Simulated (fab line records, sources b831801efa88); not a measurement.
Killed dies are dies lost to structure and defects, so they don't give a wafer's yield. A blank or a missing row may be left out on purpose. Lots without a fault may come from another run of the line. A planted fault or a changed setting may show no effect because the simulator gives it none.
Problem report in the 8D (eight disciplines) form, filled by code | flow gf180mcu | the parts of the form that need people (team, actions taken, sign-off) are left out

1. THE PROBLEM
PSD_TW at GF_PSD_TW_MEAS_11 reads a mean of 30 on 9 wafers of 3 lots; wafers without a fault read 3170 with a standard deviation of 19. That is -99 or more standard deviations from the usual mean.
First seen on wafer L427.3, day 16 22:11, on film_metro-04. The record holds 39 wafers of 13 lots with a number at this step. Rule for "out", or "out of limits": more than 4 standard deviations from the usual mean. The other wafers with a number count as sound.

2. WHAT IT IS AND WHAT IT IS NOT
question                    | is                           | is not
which readings at this step | PSD_TW                       | -
which lots                  | L427, L428, L429             | L419, L421, L422, L425, L426, L435, L437, L440, L441, L442
which wafers of those lots  | all that have a number       | -
read on which gauges        | film_metro-03, film_metro-04 | -
when                        | from day 16 22:11            | up to then (15 sound wafers); but 15 sound wafers of L435, L437, L440, L441, L442 came after

3. SUSPECTS, AND WHAT RULES EACH OUT
Counting: a tool at a process step up to the reading stays a suspect if it ran every lot that is out and no sound lot after the first of them.
- the gauge at GF_PSD_TW_MEAS_11: ruled out. The wafers that are out were read on 2 gauges (film_metro-03, film_metro-04).
- litho_track-04 at GF_PSD_DEVELOP_06 (develop time 60 s): kept. It ran every lot that is out, first L427 (day 16 21:40), and no sound lot after that; its last sound lot up to then is L426 (day 16 18:31).
Left after counting: litho_track-04 at GF_PSD_DEVELOP_06.

4. THE CAUSE (what the simulator had put in)
Process parameter drift: litho_track-04, from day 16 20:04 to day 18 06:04, at GF_PSD_DEVELOP_06. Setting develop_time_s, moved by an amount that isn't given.
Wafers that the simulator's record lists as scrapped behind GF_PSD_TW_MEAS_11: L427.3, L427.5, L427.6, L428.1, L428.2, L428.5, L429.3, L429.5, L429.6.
Counting left only this tool.

5. THE CHAIN OF EFFECTS, in route order
Each row: a reading whose mean over the struck wafers that have a number lies more than 3 standard deviations from the usual. Only readings for which the record gives a usual standard deviation are gone through. hours: the time from each lot's start at the first step in this table that gives one to its start at this step, as a median over the lots. sigmas: the change in usual standard deviations.
hours | step              | reading | usual | on struck wafers | change | sigmas
0     | GF_PSD_TW_MEAS_11 | PSD_TW  | 3170  | 30               | -3140  | -99 or more
Readings that are blank on the struck wafers while sound wafers have them: cd_nm at GF_PSD_CD_MEAS_07; PSD_OVL at GF_PSD_OVL_MEAS_08.

6. WHAT WOULD HAVE CAUGHT IT SOONER
In this record the first reading out of limits at a measuring or inspecting step was taken at day 16 22:11, 2 hours after the fault began at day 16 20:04.
Between GF_PSD_DEVELOP_06 and GF_PSD_TW_MEAS_11, GF_PSD_CD_MEAS_07 gave no cd_nm and GF_PSD_OVL_MEAS_08 gave no PSD_OVL on the struck wafers, where sound wafers have one: a measuring or inspecting step that comes back empty is itself a sign.
Of the lots that are out (3), L428, L429 began GF_PSD_DEVELOP_06 on litho_track-04 after day 16 22:11. A hold on the tool at that time would have spared those 2.
